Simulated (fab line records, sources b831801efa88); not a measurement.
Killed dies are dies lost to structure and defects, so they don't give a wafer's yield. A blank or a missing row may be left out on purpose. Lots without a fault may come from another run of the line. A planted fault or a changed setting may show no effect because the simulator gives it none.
A struck lot beside a sound one | flow gf180mcu | 17 steps out of a route of 602
Sound: wafers L395.1, L395.3, L395.4. Struck: wafers L407.1, L407.3, L407.6. The cause comes at the end.
At each step with rows: each side's tool, then ch and its chambers, then its first start. Under that, the readings that differ: sound wafers | struck wafers | difference of the means | sigmas: that difference in standard deviations of wafers without a fault.
alike: readings whose means differ by less than 2 such deviations, and words and numbers that are the same on both sides. not compared: withheld readings, readings that some wafer has no value for, bounds like >300 that may hide the same value, and numbers for which the record gives no deviation and whose values overlap.
The two part at a step that has a row with sigmas, a row that says differs or no value, or rows on one side only. Numbers that don't overlap but have no deviation are shown without sigmas and don't part them. A reading that every wafer of one side lacks parts them only if that side has two wafers or more.

first, 2 steps without rows for these wafers: GF_HV_LDD_PEB_44; GF_HV_LDD_DEVELOP_45 (develop time 60 s).
GF_HV_LDD_CD_MEAS_46: target cd 400 nm.
  sound on cd_sem-01, day 13 14:43; struck on cd_sem-02, day 17 08:13
  alike: cd_nm
GF_HV_LDD_OVL_MEAS_47:
  sound on overlay-01, day 13 14:50; struck on overlay-02, day 17 08:20
  alike: HV_LDD_03_OVL
then, 1 step without rows for these wafers: GF_HV_LDD_IMPLANT_48.
GF_HV_LDD_STRIP_49: strips in O2/N2.
  sound on plasma_asher-04 ch 0,1, day 13 15:02; struck on plasma_asher-03 ch 0,1, day 17 08:31
  alike: chamber_pressure_mTorr, drypump_motor_current_A, heater_power_w, oes_product_au, strip_time_to_endpoint_s
  not compared: rf_hours_counter_h
GF_HV_LDD_TW_MEAS_50:
  sound on film_metro-01, day 13 15:08; struck on film_metro-03, day 17 08:37
  alike: HV_LDD_4_TW
then, 1 step without rows for these wafers: GF_HV_LDD_CLEAN_51 (cleans in SC1/SC2, time 150 s).
GF_HV_LDD_RTA_52: time 10 s.
  sound on rtp_anneal-01 ch 0, day 13 15:14; struck on rtp_anneal-02 ch 0, day 17 08:44
  reading            | sound          | struck         | difference | sigmas
  lamp_power_pct (%) | 35.6 35.5 35.6 | 33.6 33.6 33.6 | -2.0       | -2
  alike: chamber_o2_ppm, wafer_temp_C_max
GF_HV_LDD_RS_MEAS_53: measures by four-point-probe.
  sound on film_metro-04, day 13 15:19; struck on film_metro-03, day 17 08:47
  reading            | sound             | struck            | difference | sigmas
  HV_LDD_RS (ohm/sq) | 420.7 420.5 419.7 | 417.6 416.6 416.5 | -3.4       | -3
then, 1 step without rows for these wafers: GF_HV_LDD_CVD_54 (deposits SiO2 from TEOS, target thk 10 nm, time 75 s).
GF_HV_LDD_THK_MEAS_55:
  sound on film_metro-01, day 13 16:27; struck on film_metro-04, day 17 09:56
  alike: HV_LDD_CVD_54_THK
GF_HV_LDD_CVD_56: deposits Si3N4 from DCS/NH3, target thk 90 nm, time 1543 s.
  sound on lpcvd-01 ch 1, day 13 16:31; struck on lpcvd-02 ch 0, day 17 09:59
  reading                                  | sound            | struck            | difference | sigmas
  model.Si3N4_of_HV_LDD_CVD_56.thk_nm (nm) | 92.24 91.82 91.5 | 96.17 96.43 96.73 | +4.59      |
GF_HV_LDD_THK_MEAS_57:
  sound on film_metro-04, day 13 17:56; struck on film_metro-03, day 17 11:39
  reading                | sound          | struck         | difference | sigmas
  HV_LDD_CVD_56_THK (nm) | 92.3 91.7 91.5 | 96.2 96.5 96.7 | +4.6       | +5
  not compared: hold
GF_HV_LDD_ETCHBACK_58: etches Si3N4 in CH3F/O2, stops on SiO2, time 100 s, target depth 90 nm.
  sound on rie_diel-03 ch 1,2,3, day 13 18:00; struck on rie_diel-04 ch 1,2,3, day 17 18:10
  reading                  | sound             | struck                                                                     | difference                   | sigmas
  hold                     | - - -             | await_dispo/6.5h/release await_dispo/6.5h/release await_dispo/6.5h/release | no value on the sound wafers |
  oes_product_au (a.u.)    | 0.862 0.848 0.841 | 0.879 0.878 0.876                                                          | +0.027                       | +4
  model.etch.depth_nm (nm) | 92.24 91.82 91.5  | 96.17 96.43 96.73                                                          | +4.59                        |
  alike: O2_flow_sccm, chamber_pressure_mTorr, drypump_motor_current_A, throttle_valve_pct
  not compared: rf_hours_counter_h
then, 1 step without rows for these wafers: GF_NSD_DEHYDRATE_00 (time 60 s).
GF_PASSIVATION_PROBE_99:
  the record has rows for the sound wafers here (prober-01, day 30 05:40) and none for the struck ones

WHERE THEY PART
First at GF_HV_LDD_RTA_52; last, within this record, at GF_PASSIVATION_PROBE_99.

WHY: what the simulator had put in
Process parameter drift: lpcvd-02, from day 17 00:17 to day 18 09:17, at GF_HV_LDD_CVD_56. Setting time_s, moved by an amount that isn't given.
